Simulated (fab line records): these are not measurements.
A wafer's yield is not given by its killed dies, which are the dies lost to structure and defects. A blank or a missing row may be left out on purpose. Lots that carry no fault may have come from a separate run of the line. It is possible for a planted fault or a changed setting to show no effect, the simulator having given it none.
fab line records | flow sky130
record: lots: 14 | wafers: 39 | last_day: 50
route steps=708 shown VIA2@531 METAL3@564 VIA3@576
lots that met no fault: from a run of the same line without faults
start_h: hours from the record's first day to the start of the lot's first wafer shown | wait_h: hours elapsed since this lot's preceding step | " as in the row above | L1.1+2: one row covering several wafers at once | - no value, or no start was given | * or withheld: withheld | < > ~ a bound
route shown NAME@n: names a module that has steps shown in the file, with the first one's number in the route | usual: average and standard deviation across the fault-free wafers | same: alike in all rows | chamber/n: place in a boat | sites: per-site readings | _std_site: their standard deviation | _edge_site: mean of outer sites minus mean of inner sites | radius_mm: how far each site lies from the wafer's centre | mask NAME#n: copy n | behind: tool/chamber where the wafer was last shaped | hold: what put the lot on hold/how long, in hours/how the hold closed | device: transistor that didn't switch, given as n, p or np | end of line: tests run on the same wafers once the route is complete | for a step that has no rows: nothing shown but its recipe | killed: at the first sort, the dies lost to defects and structure; wafer yield is something else | map: shows each die of a wafer: x if killed, . if not, _ if none is there
set.NAME: the run value of the setting; set.NAME@STEP: its run value at that earlier step | model.NAME: the simulator's own value behind a step, which no gauge read
the route's steps for a sample of lots (tables are steps, rows are wafers)
services: from which hour (start_h, from the record's first day; less than 0 if before it) a tool's chamber was out of use, for how many hours, and why
== steps ==
step: SKY_VIA2_CMP_24
recipe: stop_on: SiO2 | t_overpolish_s: 20 | down_force_psi: 3.5 | platen_rpm: 60 | target_thk_nm: 0 | pad_velocity_m_s: 0.94248
usual: motor_current_A: 10.7/1.6 | overpolish_run_s: 20.000/0.0094 | slurry_filter_dp_kPa: 13.50/0.13 | time_to_endpoint_s: 103/4.2
same: t_overpolish_s: 20
lot.wafer | tool   | chamber | start_h | wait_h | motor_current_A | overpolish_run_s | slurry_filter_dp_kPa | time_to_endpoint_s
L585.4    | cmp-02 | 1       | 866.44  | 0.1    | 14.0            | 20.011           | 13.51                | 94
L585.1    | "      | 2       | "       | "      | 9.9             | 19.992           | 13.41                | 95
L585.6    | "      | 0       | "       | "      | 12.8            | 19.994           | 13.26                | 100
L586.4    | cmp-02 | 2       | 879.08  | 0.1    | 10.0            | 20.010           | 13.62                | 100
L586.2    | "      | 3       | "       | "      | 9.6             | 19.996           | 13.58                | 103
L586.5    | "      | 2       | "       | "      | 9.9             | 19.999           | 13.63                | 98
L589.3    | cmp-02 | 3       | 891.99  | 0.2    | 9.3             | 20.008           | 13.72                | 103
L589.6    | "      | 0       | "       | "      | 12.9            | 20.008           | 13.78                | 99
L589.5    | "      | 1       | "       | "      | 14.1            | 19.993           | 13.57                | 97
L590.1    | cmp-01 | 1       | 895.31  | 0.1    | 10.8            | 19.980           | 13.39                | 104
L590.3    | "      | 2       | "       | "      | 9.2             | 19.990           | 13.71                | 109
L590.5    | "      | 3       | "       | "      | 9.2             | 20.013           | 13.56                | 110
L591.2    | cmp-01 | 0       | 899.33  | 0.1    | 11.7            | 19.995           | 13.68                | 108
L591.3    | "      | 1       | "       | "      | 9.9             | 19.992           | 13.67                | 105
L592.3    | cmp-02 | 2       | 914.07  | 0.1    | 10.1            | 20.016           | 13.44                | 102
L592.1    | "      | 3       | "       | "      | 9.4             | 19.994           | 13.22                | 105
L592.5    | "      | 2       | "       | "      | 9.8             | 20.008           | 13.54                | 101
L594.3    | cmp-01 | 0       | 921.31  | 0.1    | 11.8            | 19.987           | 13.52                | 105
L594.1    | "      | 1       | "       | "      | 10.5            | 20.004           | 13.67                | 106
L594.2    | "      | 2       | "       | "      | 9.3             | 19.992           | 13.61                | 107
L593.1    | cmp-01 | 1       | 923.57  | 0.1    | 10.2            | 19.998           | 13.52                | 110
L593.5    | "      | 0       | "       | "      | 10.7            | 19.988           | 13.60                | 109
L595.1    | cmp-01 | 2       | 930.81  | 0.1    | 9.0             | 19.993           | 13.50                | 112
L595.3    | "      | 3       | "       | "      | 9.1             | 20.015           | 13.37                | 109
L595.6    | "      | 2       | "       | "      | 9.3             | 20.014           | 13.47                | 111
L596.2    | cmp-01 | 0       | 932.62  | 0.2    | 11.7            | 19.991           | 13.55                | 110
L596.6    | "      | 1       | "       | "      | 10.8            | 20.004           | 13.49                | 107
L596.5    | "      | 2       | "       | "      | 9.1             | 20.008           | 13.40                | 105
L597.4    | cmp-02 | 0       | 949.49  | 0.0    | 13.3            | 20.008           | 13.51                | 98
L597.6    | "      | 0       | "       | "      | 12.6            | 20.020           | 13.56                | 98
L597.5    | "      | 1       | "       | "      | 13.8            | 19.995           | 13.76                | 98
L600.4    | cmp-01 | 0       | 969.24  | 0.0    | 12.1            | 20.006           | 13.45                | 108
L600.3    | "      | 1       | "       | "      | 10.2            | 20.002           | 13.30                | 102
L600.5    | "      | 0       | "       | "      | 11.5            | 19.993           | 13.46                | 109
L602.3    | cmp-01 | 2       | 981.17  | 0.3    | 9.0             | 20.007           | 13.47                | 104
L602.6    | "      | 0       | "       | "      | 11.5            | 20.015           | 13.49                | 104
L602.5    | "      | 1       | "       | "      | 10.1            | 19.998           | 13.54                | 103
L608.3    | cmp-01 | 1       | 1013.69 | 0.1    | 10.3            | 20.007           | 13.36                | 97
L608.5    | "      | 1       | "       | "      | 10.7            | 19.990           | 13.43                | 100
step: SKY_METAL3_OVL_MEAS_14
usual: METAL3_OVL: -1/5
lot.wafer | tool       | chamber | start_h | wait_h | METAL3_OVL[nm]
L585.1    | overlay-02 | -       | 918.97  | 0.1    | -1
L585.4    | "          | -       | "       | "      | -3
L585.6    | "          | -       | "       | "      | -1
L586.2    | overlay-01 | -       | 931.76  | 0.1    | 5
L586.4    | "          | -       | "       | "      | 4
L586.5    | "          | -       | "       | "      | 3
L589.3    | overlay-02 | -       | 943.06  | 0.1    | -4
L589.5    | "          | -       | "       | "      | -9
L589.6    | "          | -       | "       | "      | 0
L590.1    | overlay-01 | -       | 946.70  | 0.1    | 2
L590.3    | "          | -       | "       | "      | 4
L590.5    | "          | -       | "       | "      | -6
L591.2    | overlay-01 | -       | 950.69  | 0.1    | 2
L591.3    | "          | -       | "       | "      | 4
L592.1    | overlay-01 | -       | 964.55  | 0.1    | 1
L592.3    | "          | -       | "       | "      | 2
L592.5    | "          | -       | "       | "      | 0
L594.1    | overlay-02 | -       | 971.08  | 0.1    | -8
L594.2    | "          | -       | "       | "      | 0
L594.3    | "          | -       | "       | "      | -8
L593.1    | overlay-01 | -       | 974.05  | 0.1    | -6
L593.5    | "          | -       | "       | "      | -5
L595.1    | overlay-02 | -       | 980.15  | 0.1    | 6
L595.3    | "          | -       | "       | "      | 4
L595.6    | "          | -       | "       | "      | 0
L596.2    | overlay-02 | -       | 981.94  | 0.1    | -4
L596.5    | "          | -       | "       | "      | -10
L596.6    | "          | -       | "       | "      | 0
L597.4    | overlay-01 | -       | 997.89  | 0.1    | 4
L597.5    | "          | -       | "       | "      | 3
L597.6    | "          | -       | "       | "      | 10
L600.3    | overlay-02 | -       | 1016.98 | 0.1    | -9
L600.4    | "          | -       | "       | "      | 3
L600.5    | "          | -       | "       | "      | -2
L602.3    | overlay-01 | -       | 1028.86 | 0.1    | -1
L602.5    | "          | -       | "       | "      | -4
L602.6    | "          | -       | "       | "      | -7
L608.3    | overlay-02 | -       | 1059.26 | 0.1    | -2
L608.5    | "          | -       | "       | "      | -3
step: SKY_METAL3_METAL_ETCH_18
recipe: target_depth_a: 8450 | stop_on: SiO2 | over_etch_frac: 0.3 | time_s: 183.1 | chemistry: Cl2/BCl3 | resist_sidewall_deg: 88 | pressure_mtorr: 9.734 | icp_w: 900 | bias_w: 48.5 | Cl2_flow_sccm: 60 | bcl3_flow_sccm: 30
usual: drypump_motor_current_A: 5.4/0.44 | oes_product_au: 0.867/0.0066 | throttle_valve_pct: 22.589/0.0086
lot.wafer | tool         | chamber | start_h | wait_h | drypump_motor_current_A | oes_product_au | rf_hours_counter_h | throttle_valve_pct
L585.1    | rie_metal-01 | 0       | 919.28  | 0.0    | 5.6                     | 0.864          | 13                 | 22.586
L585.4    | "            | 0       | "       | "      | 5.6                     | 0.869          | -                  | 22.593
L585.6    | "            | 0       | "       | "      | 5.6                     | 0.863          | -                  | 22.600
L586.2    | rie_metal-02 | 0       | 931.94  | 0.0    | 6.0                     | 0.853          | 3                  | 22.587
L586.4    | "            | 1       | "       | "      | 4.6                     | 0.861          | -                  | 22.589
L586.5    | "            | 1       | "       | "      | 4.7                     | 0.865          | -                  | 22.600
L589.3    | rie_metal-02 | 1       | 943.29  | 0.1    | 4.7                     | 0.870          | -                  | 22.598
L589.5    | "            | 1       | "       | "      | 4.7                     | 0.866          | -                  | 22.583
L589.6    | "            | 0       | "       | "      | 6.0                     | 0.865          | -                  | 22.585
L590.1    | rie_metal-01 | 0       | 946.89  | 0.0    | 5.6                     | 0.873          | 15                 | 22.596
L590.3    | "            | 0       | "       | "      | 5.6                     | 0.867          | -                  | 22.598
L590.5    | "            | 0       | "       | "      | 5.6                     | 0.864          | -                  | 22.589
L591.2    | rie_metal-02 | 0       | 950.87  | 0.0    | 6.0                     | 0.877          | 5                  | 22.601
L591.3    | "            | 0       | "       | "      | 6.0                     | 0.856          | -                  | 22.583
L592.1    | rie_metal-01 | 1       | 964.74  | 0.0    | 5.1                     | 0.859          | 11                 | 22.592
L592.3    | "            | 0       | "       | "      | 5.6                     | 0.865          | -                  | 22.593
L592.5    | "            | 1       | "       | "      | 5.1                     | 0.867          | -                  | 22.580
L594.1    | rie_metal-03 | 0       | 971.27  | 0.0    | 5.8                     | 0.868          | 16                 | 22.589
L594.2    | "            | 1       | "       | "      | 5.2                     | 0.862          | 2                  | 22.578
L594.3    | "            | 1       | "       | "      | 5.2                     | 0.863          | -                  | 22.582
L593.1    | rie_metal-03 | 1       | 974.24  | 0.0    | 5.2                     | 0.862          | 2                  | 22.589
L593.5    | "            | 0       | "       | "      | 5.8                     | 0.876          | -                  | 22.600
L595.1    | rie_metal-03 | 0       | 980.34  | 0.0    | 5.8                     | 0.878          | 17                 | 22.589
L595.3    | "            | 0       | "       | "      | 5.8                     | 0.862          | -                  | 22.576
L595.6    | "            | 1       | "       | "      | 5.2                     | 0.858          | -                  | 22.581
L596.2    | rie_metal-03 | 1       | 982.12  | 0.0    | 5.2                     | 0.865          | 3                  | 22.575
L596.5    | "            | 1       | "       | "      | 5.2                     | 0.865          | -                  | 22.602
L596.6    | "            | 0       | "       | "      | 5.8                     | 0.878          | -                  | 22.580
L597.4    | rie_metal-02 | 0       | 998.11  | 0.1    | 6.0                     | 0.873          | -                  | 22.576
L597.5    | "            | 0       | "       | "      | 6.0                     | 0.877          | -                  | 22.592
L597.6    | "            | 1       | "       | "      | 4.6                     | 0.875          | -                  | 22.586
L600.3    | rie_metal-03 | 0       | 1017.21 | 0.1    | 5.8                     | 0.868          | -                  | 22.577
L600.4    | "            | 1       | "       | "      | 5.2                     | 0.864          | -                  | 22.587
L600.5    | "            | 1       | "       | "      | 5.2                     | 0.857          | -                  | 22.575
L602.3    | rie_metal-03 | 0       | 1029.10 | 0.1    | 5.8                     | 0.858          | -                  | 22.602
L602.5    | "            | 1       | "       | "      | 5.2                     | 0.864          | -                  | 22.594
L602.6    | "            | 0       | "       | "      | 5.8                     | 0.860          | -                  | 22.586
L608.3    | rie_metal-02 | 1       | 1059.50 | 0.1    | 4.6                     | 0.874          | -                  | 22.614
L608.5    | "            | 1       | "       | "      | 4.6                     | 0.865          | -                  | 22.578
step: SKY_METAL3_STRIP_19
recipe: chemistry: O2/N2 | power_w: 1400 | pressure_mtorr: 1500 | platen_temp_c: withheld | o2_flow_sccm: 3000 | n2_flow_sccm: 300 | overash_fraction: 0.5
usual: drypump_motor_current_A: 5.7/0.39 | o2_flow_sccm: 3001/10 | oes_product_au: 0.502/0.0062 | strip_time_to_endpoint_s: 6.52/0.085
lot.wafer | tool            | chamber | start_h | wait_h | drypump_motor_current_A | o2_flow_sccm | oes_product_au | rf_hours_counter_h | strip_time_to_endpoint_s
L585.1    | plasma_asher-02 | 0       | 919.46  | 0.1    | 6.0                     | 2999         | 0.491          | 18                 | 6.38
L585.4    | "               | 0       | "       | "      | 6.1                     | 2998         | 0.494          | -                  | 6.41
L585.6    | "               | 1       | "       | "      | 6.5                     | 3004         | 0.502          | -                  | 6.46
L586.2    | plasma_asher-01 | 0       | 932.11  | 0.1    | 5.4                     | 3020         | 0.499          | 50                 | 6.48
L586.4    | "               | 1       | "       | "      | 6.1                     | 2996         | 0.503          | -                  | 6.55
L586.5    | "               | 0       | "       | "      | 5.4                     | 2996         | 0.502          | -                  | 6.59
L589.3    | plasma_asher-03 | 0       | 943.45  | 0.1    | 5.3                     | 3009         | 0.504          | -                  | 6.63
L589.5    | "               | 0       | "       | "      | 5.3                     | 3000         | 0.508          | -                  | 6.66
L589.6    | "               | 1       | "       | "      | 5.5                     | 2993         | 0.504          | -                  | 6.53
L590.1    | plasma_asher-03 | 1       | 947.06  | 0.1    | 5.6                     | 2992         | 0.503          | 84                 | 6.43
L590.3    | "               | 0       | "       | "      | 5.3                     | 3012         | 0.499          | -                  | 6.48
L590.5    | "               | 0       | "       | "      | 5.3                     | 3006         | 0.499          | -                  | 6.45
L591.2    | plasma_asher-01 | 0       | 951.04  | 0.1    | 5.4                     | 2985         | 0.492          | 52                 | 6.50
L591.3    | "               | 0       | "       | "      | 5.4                     | 3015         | 0.497          | -                  | 6.51
L592.1    | plasma_asher-03 | 0       | 964.91  | 0.1    | 5.3                     | 3000         | 0.509          | 86                 | 6.72
L592.3    | "               | 0       | "       | "      | 5.3                     | 3008         | 0.505          | -                  | 6.65
L592.5    | "               | 1       | "       | "      | 5.5                     | 3007         | 0.515          | -                  | 6.71
L594.1    | plasma_asher-03 | 1       | 971.45  | 0.1    | 5.5                     | 2988         | 0.496          | 86                 | 6.36
L594.2    | "               | 0       | "       | "      | 5.3                     | 3000         | 0.505          | 86                 | 6.56
L594.3    | "               | 1       | "       | "      | 5.5                     | 2980         | 0.503          | -                  | 6.55
L593.1    | plasma_asher-03 | 1       | 974.41  | 0.1    | 5.5                     | 3002         | 0.499          | 86                 | 6.57
L593.5    | "               | 0       | "       | "      | 5.3                     | 3003         | 0.501          | -                  | 6.44
L595.1    | plasma_asher-01 | 1       | 980.51  | 0.1    | 6.1                     | 3004         | 0.497          | 55                 | 6.44
L595.3    | "               | 0       | "       | "      | 5.4                     | 2988         | 0.495          | -                  | 6.40
L595.6    | "               | 0       | "       | "      | 5.4                     | 3006         | 0.505          | -                  | 6.53
L596.2    | plasma_asher-01 | 0       | 982.30  | 0.1    | 5.4                     | 2998         | 0.503          | 55                 | 6.58
L596.5    | "               | 1       | "       | "      | 6.1                     | 3000         | 0.505          | -                  | 6.52
L596.6    | "               | 0       | "       | "      | 5.4                     | 2997         | 0.498          | -                  | 6.44
L597.4    | plasma_asher-01 | 0       | 998.27  | 0.1    | 5.3                     | 3003         | 0.504          | -                  | 6.40
L597.5    | "               | 0       | "       | "      | 5.4                     | 2993         | 0.506          | -                  | 6.43
L597.6    | "               | 1       | "       | "      | 6.1                     | 2971         | 0.493          | -                  | 6.56
L600.3    | plasma_asher-03 | 1       | 1017.37 | 0.1    | 5.5                     | 3005         | 0.504          | -                  | 6.44
L600.4    | "               | 0       | "       | "      | 5.3                     | 2994         | 0.539          | -                  | 7.43
L600.5    | "               | 0       | "       | "      | 5.3                     | 2978         | 0.539          | -                  | 7.45
L602.3    | plasma_asher-02 | 0       | 1029.25 | 0.1    | 6.0                     | 3016         | 0.493          | -                  | 6.39
L602.5    | "               | 0       | "       | "      | 6.0                     | 3007         | 0.533          | -                  | 7.35
L602.6    | "               | 1       | "       | "      | 6.5                     | 2994         | 0.492          | -                  | 6.36
L608.3    | plasma_asher-03 | 1       | 1059.65 | 0.1    | 5.5                     | 2993         | 0.512          | -                  | 6.59
L608.5    | "               | 0       | "       | "      | 5.3                     | 2997         | 0.507          | -                  | 6.47
step: SKY_VIA3_BOW_MEAS_03
recipe: mode: bow
usual: VIA3_BOW: 79/9.2
lot.wafer | tool          | chamber | start_h | wait_h | VIA3_BOW[um]
L585.1    | film_metro-03 | -       | 920.58  | 0.1    | 93
L585.4    | "             | -       | "       | "      | 88
L585.6    | "             | -       | "       | "      | 100
L586.2    | film_metro-03 | -       | 933.26  | 0.1    | 91
L586.4    | "             | -       | "       | "      | 82
L586.5    | "             | -       | "       | "      | 85
L589.3    | film_metro-03 | -       | 944.64  | 0.2    | 79
L589.5    | "             | -       | "       | "      | 84
L589.6    | "             | -       | "       | "      | 79
L590.1    | film_metro-02 | -       | 948.24  | 0.1    | 78
L590.3    | "             | -       | "       | "      | 81
L590.5    | "             | -       | "       | "      | 93
L591.2    | film_metro-02 | -       | 952.33  | 0.3    | 75
L591.3    | "             | -       | "       | "      | 66
L592.1    | film_metro-03 | -       | 966.07  | 0.1    | 75
L592.3    | "             | -       | "       | "      | 67
L592.5    | "             | -       | "       | "      | 71
L594.1    | film_metro-03 | -       | 972.56  | 0.1    | 65
L594.2    | "             | -       | "       | "      | 75
L594.3    | "             | -       | "       | "      | 65
L593.1    | film_metro-02 | -       | 975.53  | 0.1    | 80
L593.5    | "             | -       | "       | "      | 70
L595.1    | film_metro-01 | -       | 981.67  | 0.1    | 98
L595.3    | "             | -       | "       | "      | 87
L595.6    | "             | -       | "       | "      | 94
L596.2    | film_metro-03 | -       | 983.44  | 0.2    | 73
L596.5    | "             | -       | "       | "      | 76
L596.6    | "             | -       | "       | "      | 73
L597.4    | film_metro-03 | -       | 999.50  | 0.3    | 76
L597.5    | "             | -       | "       | "      | 78
L597.6    | "             | -       | "       | "      | 83
L600.3    | film_metro-01 | -       | 1018.50 | 0.3    | 86
L600.4    | "             | -       | "       | "      | 82
L600.5    | "             | -       | "       | "      | 88
L602.3    | film_metro-03 | -       | 1031.04 | 0.2    | 75
L602.5    | "             | -       | "       | "      | 87
L602.6    | "             | -       | "       | "      | 87
L608.3    | film_metro-02 | -       | 1060.85 | 0.2    | 96
L608.5    | "             | -       | "       | "      | 88
== services ==
tool            | chamber | start_h | hours | kind
cmp-01          | -       | 855.89  | 5.8   | pm
cmp-01          | -       | 881.53  | 0.9   | repair
plasma_asher-02 | -       | 888.71  | 0.5   | repair
rie_metal-03    | 1       | 909.23  | -     | clean
rie_metal-03    | 1       | 909.23  | 18.8  | scheduled_down
rie_metal-03    | 1       | 909.23  | 18.8  | vent_cycle
cmp-01          | -       | 912.11  | 4.0   | pm
cmp-01          | -       | 916.11  | -     | consumable_replace:conditioner
cmp-01          | -       | 916.11  | -     | consumable_replace:pad
plasma_asher-03 | -       | 926.67  | 0.9   | repair
plasma_asher-03 | -       | 959.34  | 0.5   | repair
cmp-01          | -       | 960.70  | 1.1   | repair
rie_metal-02    | -       | 990.33  | 2.1   | repair
plasma_asher-01 | -       | 995.40  | 2.4   | repair
plasma_asher-02 | -       | 1006.36 | 1.4   | repair
cmp-01          | -       | 1026.96 | 2.3   | repair
cmp-02          | -       | 1029.72 | 4.0   | repair
plasma_asher-01 | -       | 1053.19 | 1.4   | repair
rie_metal-03    | 0       | 1053.22 | -     | clean
rie_metal-03    | 0       | 1053.22 | 16.4  | scheduled_down
rie_metal-03    | 0       | 1053.22 | 16.4  | vent_cycle
cmp-02          | -       | 1059.26 | 16.1  | pm
== key ==
first_sign: step: SKY_METAL3_STRIP_19 | reading: strip_time_to_endpoint_s | direction: up | sigmas: 10 | usual: * | struck: *
effect: step: SKY_METAL3_STRIP_19 | reading: oes_product_au | direction: up | sigmas: 5.7 | usual: 0.502 | struck: 0.537
met_at SKY_METAL3_METAL_ETCH_18
struck_lots L600,L602
struck_wafers L600.4,L600.5,L602.5
sort_left_out L600.4,L600.5
not_acting_at SKY_VIA2_CMP_24,SKY_METAL3_OVL_MEAS_14,SKY_VIA3_BOW_MEAS_03
onset_between 982.12 1017.21
fault: kind: process_parameter_drift | tool: rie_metal-03 | chamber: 1 | onset_h: 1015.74 | steps: SKY_METAL3_METAL_ETCH_18 | channel: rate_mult | offset: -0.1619 | shape: step | end_h: 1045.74
sort_left_out: the simulated sort isn't trusted on such a fault, so these wafers' sort isn't shown, and their yield isn't known
